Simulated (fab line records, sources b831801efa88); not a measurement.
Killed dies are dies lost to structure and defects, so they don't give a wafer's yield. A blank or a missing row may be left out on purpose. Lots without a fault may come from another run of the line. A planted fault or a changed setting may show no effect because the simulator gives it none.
Split-lot experiment | flow sfq_line | 5 lots, 23 wafers read, on a route of 325 steps

THE SPLIT
At SFQ_TRILAYER_M8_LITHO_COAT_193 (resist thk 600 nm), the setting spin_rpm was moved away from the recipe's 3000 rpm on 7 of the 23 wafers read, by -5.3% to +6.6%. The other wafers ran this setting at the recipe's value.

The reading is taken at the split's own step.

THE READING
KrF_of_TRILAYER_M8_LITHO_COAT_193.thk_nm (the simulator's own value, which no gauge read), in nm, at SFQ_TRILAYER_M8_LITHO_COAT_193 (resist thk 600 nm). The file gives no usual value for it. The 16 wafers here that ran the recipe average 601.0 nm, standard deviation 1.2 nm.

wafer  | tool, chamber at the split | spin_rpm as run, rpm | against the recipe | KrF_of_TRILAYER_M8_LITHO_COAT_193.thk_nm, nm | against lot-mates on the recipe
L074.2 | litho_track-02, 0          | 3000                 | recipe             | 601.2                                        | -
L074.3 | litho_track-02, 0          | 2899                 | -3.4%              | 610.8                                        | +10.5
L074.4 | litho_track-02, 0          | 3000                 | recipe             | 599.3                                        | -
L074.5 | litho_track-02, 0          | 2899                 | -3.4%              | 612.5                                        | +12.2
L074.6 | litho_track-02, 0          | 2899                 | -3.4%              | 608.8                                        | +8.5
L076.1 | litho_track-02, 0          | 3000                 | recipe             | 603.5                                        | -
L076.2 | litho_track-02, 0          | 3198                 | +6.6%              | 583.9                                        | -18.3
L076.3 | litho_track-02, 0          | 3000                 | recipe             | 600.6                                        | -
L076.5 | litho_track-02, 0          | 3198                 | +6.6%              | 581.4                                        | -20.8
L076.6 | litho_track-02, 0          | 3000                 | recipe             | 602.5                                        | -
L077.4 | litho_track-03, 0          | 3000                 | recipe             | 600.2                                        | -
L077.5 | litho_track-03, 0          | 3000                 | recipe             | 600.5                                        | -
L077.6 | litho_track-03, 0          | 3000                 | recipe             | 600.1                                        | -
L078.1 | litho_track-02, 0          | 3000                 | recipe             | 601.2                                        | -
L078.2 | litho_track-02, 0          | 3000                 | recipe             | 602                                          | -
L078.3 | litho_track-02, 0          | 3000                 | recipe             | 602.1                                        | -
L078.5 | litho_track-02, 0          | 3000                 | recipe             | 601.6                                        | -
L078.6 | litho_track-02, 0          | 3000                 | recipe             | 601                                          | -
L079.1 | litho_track-02, 0          | 2840                 | -5.3%              | 616.5                                        | +16.2
L079.2 | litho_track-02, 0          | 3000                 | recipe             | 599.1                                        | -
L079.3 | litho_track-02, 0          | 3000                 | recipe             | 599.3                                        | -
L079.4 | litho_track-02, 0          | 2840                 | -5.3%              | 617.4                                        | +17.1
L079.5 | litho_track-02, 0          | 3000                 | recipe             | 602.5                                        | -

THE FIT
A straight line over all 23 wafers: KrF_of_TRILAYER_M8_LITHO_COAT_193.thk_nm changes by -2.86 nm for each +1% of spin_rpm; r = -0.99; the points scatter about the line by 1.3 nm.
The same after taking each lot's own level away (the mean of its wafers on the recipe; 23 wafers): -3.04 nm for each +1%; r = -0.99; scatter 1.1 nm.
On that fit, the largest move of spin_rpm shifts the reading by 20 nm.
The lots' own levels span 600.25 to 602.20 nm, that is 1.6 times the standard deviation above.
So the lot-to-lot level changes the slope little: the two slopes agree.
Check: with one of the wafers moved furthest among these (+6.6%) left out of the fit, the line predicts -20.7 nm for it against its lot-mates. It came out at -18.3 nm against them.

OTHER SPLITS ON THESE WAFERS
These wafers also went through other splits before the reading. Each is held against what the fit with the lots' levels taken away leaves over:
other split on the same wafers                  | wafers away from the commonest value | r with KrF_of_TRILAYER_M8_LITHO_COAT_193.thk_nm (lot level and that fit taken away)
SFQ_TRILAYER_M6_BARC_OPEN_METAL_ETCH_206 time_s | 6                                    | -0.15
SFQ_TRILAYER_I6_VIA_LITHO_COAT_174 spin_rpm     | 8                                    | -0.01
SFQ_TRILAYER_I6_VIA_LITHO_PEB_172 peb_temp_c    | 4                                    | +0.15
SFQ_TRILAYER_M7_DEP_SPUTTER_175 time_s          | 8                                    | -0.22
SFQ_TRILAYER_M7_LITHO_COAT_177 spin_rpm         | 7                                    | +0.28
SFQ_TRILAYER_M7_ETCH_METAL_ETCH_180 icp_w       | 2                                    | -0.38
SFQ_TRILAYER_I7_VIA_LITHO_COAT_187 spin_rpm     | 10                                   | +0.01

THE FILE'S OWN FIT
KrF_of_TRILAYER_M8_LITHO_COAT_193.thk_nm changes by -3.04 nm for each +1% of spin_rpm, r = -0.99.
